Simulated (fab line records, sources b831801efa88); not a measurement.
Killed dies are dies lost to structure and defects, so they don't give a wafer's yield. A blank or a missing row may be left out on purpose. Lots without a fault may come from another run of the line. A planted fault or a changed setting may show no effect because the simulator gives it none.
A struck lot beside a sound one | flow sky130 | 17 steps out of a route of 708
Sound: wafers L278.2, L278.3, L278.5. Struck: wafers L290.1, L290.2, L290.3. The cause comes at the end.
At each step with rows: each side's tool, then ch and its chambers, then its first start. Under that, the readings that differ: sound wafers | struck wafers | difference of the means | sigmas: that difference in standard deviations of wafers without a fault.
alike: readings whose means differ by less than 2 such deviations, and words and numbers that are the same on both sides. not compared: withheld readings, readings that some wafer has no value for, bounds like >300 that may hide the same value, and numbers for which the record gives no deviation and whose values overlap.
The two part at a step that has a row with sigmas, a row that says differs or no value, or rows on one side only. Numbers that don't overlap but have no deviation are shown without sigmas and don't part them. A reading that every wafer of one side lacks parts them only if that side has two wafers or more.

first, 1 step without rows for these wafers: SKY_LDD_N_IMPLANT_15.
SKY_LDD_N_STRIP_16: strips in O2/N2.
  sound on plasma_asher-01 ch 0,1, day 19 21:02; struck on plasma_asher-01 ch 0,1, day 23 07:53
  reading             | sound             | struck            | difference | sigmas
  n2_flow_sccm (sccm) | 298.9 298.2 299.3 | 300.3 301.1 301.3 | +2.1       | +2
  alike: drypump_motor_current_A, oes_product_au, strip_time_to_endpoint_s
  not compared: rf_hours_counter_h
SKY_LDD_N_TW_MEAS_17:
  sound on film_metro-04, day 19 21:08; struck on film_metro-01, day 23 07:59
  reading  | sound          | struck         | difference | sigmas
  LDD_N_TW | 2558 2571 2579 | 2648 2639 2647 | +75        | +3
then, 7 steps without rows for these wafers: SKY_LDD_P_DEHYDRATE_00 (time 60 s); SKY_LDD_P_HMDS_01 (prime time 60 s); SKY_LDD_P_COAT_02 (resist thk 1140 nm); SKY_LDD_P_SOFTBAKE_03 (time 60 s); SKY_LDD_P_EXPOSE_04 (exposes mask PSDM, target cd 380 nm); SKY_LDD_P_PEB_05; SKY_LDD_P_DEVELOP_06 (develop time 60 s).
SKY_LDD_P_CD_MEAS_07: target cd 380 nm.
  sound on cd_sem-01, day 21 03:41; struck on cd_sem-02, day 24 13:40
  reading    | sound       | struck      | difference | sigmas
  cd_nm (nm) | 380 379 382 | 373 374 373 | -7         | -2
SKY_LDD_P_OVL_MEAS_08:
  sound on overlay-02, day 21 03:48; struck on overlay-01, day 24 13:47
  alike: LDD_P_OVL
SKY_LDD_P_IMPLANT_09:
  sound on implanter-02 ch 0, day 21 03:51; struck on implanter-01 ch 0, day 24 14:26
SKY_LDD_P_STRIP_10: strips in O2/N2.
  sound on plasma_asher-03 ch 0,1, day 21 03:59; struck on plasma_asher-04 ch 0,1, day 24 14:35
  alike: drypump_motor_current_A, n2_flow_sccm, oes_product_au, strip_time_to_endpoint_s
  not compared: rf_hours_counter_h
SKY_LDD_P_TW_MEAS_11:
  sound on film_metro-02, day 21 04:05; struck on film_metro-01, day 24 14:54
  reading  | sound       | struck      | difference | sigmas
  LDD_P_TW | 633 635 629 | 804 805 805 | +172       | +27
then, 1 step without rows for these wafers: SKY_LDD_HVN_DEHYDRATE_00 (time 60 s).
-- the record jumps here: 25 days lie between the struck wafers' starts before and after (it left off in module LDD_HVN and takes up again in module PAD_OPEN, whose first step shown is number 708 of the route) --
SKY_PAD_OPEN_PROBE_99:
  sound on prober-01, day 46 23:37; struck on prober-01, day 49 08:07
  reading                                 | sound             | struck            | difference | sigmas
  killed_open                             | 36 37 46          | 64 51 56          | +17        | +2
  model.etest.tip_p.rs_ohm_sq             | 6873 6924 6916    | 3946 3934 3983    | -2950      |
  model.etest.pfet_01v8.r_on_ohm_um       | 2848 2956 2884    | 2694 2660 2663    | -224       |
  model.etest.tip_p.rs_ohm_sq_range       | 147.8 193.5 275.8 | 137.1 128.2 97.3  | -84.8      |
  model.etest.pfet_01v8.drive_ua_um       | 195.8 186.8 191.9 | 211.9 217.3 215.7 | +23.5      |
  model.etest.sram_pfet_latch.drive_ua_um | 148.2 133.9 143.4 | 162.3 164.2 157.3 | +19.4      |
  model.etest.pfet_01v8_hvt.drive_ua_um   | 147.3 139.4 144.4 | 160.3 161.9 160.2 | +17.1      |
  model.etest.pfet_01v8_mvt.drive_ua_um   | 150.9 146.2 150.5 | 159 159.2 159.4   | +10        |
  model.etest.pfet_01v8_lvt.drive_ua_um   | 173.5 172.3 175.8 | 185.9 188 187.8   | +13.4      |
  alike: killed_at_M0_to_M3, killed_at_M4_up, killed_at_contacts, killed_at_front_end, killed_at_other, killed_dies, killed_short

WHERE THEY PART
First at SKY_LDD_N_STRIP_16; last, within this record, at SKY_PAD_OPEN_PROBE_99.

WHY: what the simulator had put in
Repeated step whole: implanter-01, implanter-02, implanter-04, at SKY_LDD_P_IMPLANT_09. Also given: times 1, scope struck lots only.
